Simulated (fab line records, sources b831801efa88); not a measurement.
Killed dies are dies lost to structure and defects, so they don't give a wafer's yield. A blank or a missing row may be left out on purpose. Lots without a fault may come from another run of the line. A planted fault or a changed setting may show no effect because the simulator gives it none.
Chamber matching | flow sky130 | SKY_VIA3_CMP_24 on cmp-01: 4 sister chambers
The step polishes, stops on SiO2, t overpolish 20 s, target thk 0 nm. 18 wafers are shown with their chamber, then 9 later ones without.

WAFERS WITH THEIR CHAMBER
wafer  | chamber | motor_current_A (A) | time_to_endpoint_s (s) | retaining_ring_pressure_frac
L515.2 | 0       | 10.6                | 83                     | 0.995
L515.3 | 3       | 9.2                 | 87                     | 1.007
L515.6 | 1       | 13.2                | 89                     | 0.996
L517.1 | 1       | 12.9                | 82                     | 0.997
L517.2 | 0       | 10.3                | 80                     | 1.002
L517.3 | 3       | 10.3                | 82                     | 1.006
L520.1 | 2       | 10.5                | 98                     | 0.999
L520.2 | 3       | 11.3                | 90                     | 1.001
L520.3 | 1       | 13.1                | 89                     | 1.000
L522.2 | 0       | 10.6                | 87                     | 0.983
L522.4 | 2       | 10.6                | 100                    | 1.000
L522.6 | 0       | 10.1                | 86                     | 0.991
L523.1 | 0       | 10.5                | 86                     | 0.998
L523.5 | 2       | 10.9                | 98                     | 1.004
L523.6 | 1       | 12.8                | 87                     | 1.010
L524.1 | 2       | 10.2                | 97                     | 1.006
L524.4 | 3       | 10.4                | 93                     | 1.009
L524.6 | 3       | 10.2                | 87                     | 1.005

SIGNATURES (means of the wafers above)
reading                      | chamber 0 | chamber 1 | chamber 2 | chamber 3 | scatter within a chamber
motor_current_A              | 10.420    | 13.000    | 10.550    | 10.280    | 0.444
time_to_endpoint_s           | 84.40     | 86.75     | 98.25     | 87.80     | 3.13
retaining_ring_pressure_frac | 0.99380   | 1.00075   | 1.00225   | 1.00560   | 0.00536
Rule: a wafer's distance from a chamber is the root of the sum, over the readings, of the square of ((its reading less the chamber's mean) divided by the reading's scatter). The wafer belongs to the nearest chamber; if the next one is less than 2 further off, it can't be placed. The scatter: the root of (the sum of the squares of (reading less its chamber's mean) over the shown wafers, divided by (wafers less chambers)).

WAFERS WITHOUT THEIR CHAMBER
wafer  | motor_current_A (A) | time_to_endpoint_s (s) | retaining_ring_pressure_frac
L534.1 | 10.3                | 95                     | 1.002
L534.4 | 10.5                | 90                     | 1.002
L534.6 | 10.4                | 98                     | 1.002
L535.4 | 12.8                | 84                     | 0.992
L535.5 | 10.3                | 88                     | 1.003
L535.6 | 10.4                | 84                     | 1.003
L536.4 | 9.6                 | 90                     | 1.007
L536.5 | 10.6                | 102                    | 1.000
L536.6 | 12.2                | 92                     | 1.007

WHICH CHAMBER EACH WENT THROUGH
wafer  | from the rows above          | in truth
L534.1 | can't be placed: 2 or 3      | 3
L534.4 | can't be placed: 3 or 0 or 2 | 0
L534.6 | 2                            | 2
L535.4 | 1                            | 1
L535.5 | can't be placed: 3 or 0      | 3
L535.6 | can't be placed: 3 or 0      | 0
L536.4 | can't be placed: 3 or 2 or 0 | 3
L536.5 | 2                            | 2
L536.6 | can't be placed: 1 or 2 or 3 | 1
Placed correctly: 3 of 9. Can't be placed from these rows: 6 (the true chamber is among the candidates in 6). Placed wrongly: 0.
